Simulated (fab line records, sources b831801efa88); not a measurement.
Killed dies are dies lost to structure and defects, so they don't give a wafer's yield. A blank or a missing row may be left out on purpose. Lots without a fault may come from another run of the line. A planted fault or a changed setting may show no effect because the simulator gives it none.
One fault seen from 2 desks | flow sky130 | each desk has only its own numbers; what lay behind them comes last

THE METROLOGY DESK
What the gauges read, lot by lot, whatever tool the lot ran on: means of the sampled wafers that have a number. A lot is out of limits, marked OUT, if its mean lies more than 4 standard deviations from the usual mean; the brackets give that distance.
Columns: A = cd_nm at SKY_VIA2_CD_MEAS_12, usual 199.7 nm; B = VIA2_OVL at SKY_VIA2_OVL_MEAS_13, usual 0 nm
lot  | first seen here | A     | B
L990 | day 39 00:47    | 199.0 | -1
L992 | day 39 03:26    | 199.1 | -3
L994 | day 39 23:22    | 199.3 | -5
L997 | day 40 11:24    | 199.7 | 7
L107 | day 43 02:21    | 197.2 | 6
L106 | day 43 06:40    | 200.3 | -2
This desk's finding: nothing out of limits on any of the 6 lots.

THE TOOL OWNER'S DESK: pvd_sputter-03
The tool's own readings at SKY_VIA2_SPUTTER_20 (material TiN, target thk 20 nm, time 80 s): means of the sampled wafers that have a number, for each lot that ran on this tool. A lot is out of limits, marked OUT, if its mean lies more than 4 standard deviations from the usual mean; the brackets give that distance.
Columns: A = cathode_dc_power_W at SKY_VIA2_SPUTTER_20, usual 4000.1 W; B = throttle_valve_pct at SKY_VIA2_SPUTTER_20, usual 30.5 %
lot  | first seen here | A                | B
L992 | day 39 04:19    | 3999.3           | 30.7
L994 | day 40 00:25    | 4071.4 (+88) OUT | 30.2
L997 | day 40 12:13    | 4072.3 (+89) OUT | 30.7
This desk's finding: out of limits on L994, L997; first on L994, day 40 00:25 (cathode_dc_power_W at SKY_VIA2_SPUTTER_20). In limits: L992.

PUT TOGETHER
The tool owner's desk could have raised an alarm at day 40 00:25, on L994, L997.
The metrology desk saw nothing out of limits.
The metrology desk has L994, L997 on record, within its limits.
Of the lots named, all ran SKY_VIA2_SPUTTER_20 on pvd_sputter-03.

WHAT THE SIMULATOR HAD PUT IN
Process parameter drift: pvd_sputter-03, from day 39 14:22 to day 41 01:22, at SKY_VIA2_SPUTTER_20. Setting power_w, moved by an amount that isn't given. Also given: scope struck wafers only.
Lots struck among those shown: L994, L997.
Hours from the fault's start to each desk's first reading out of limits: the tool owner's desk, 10.
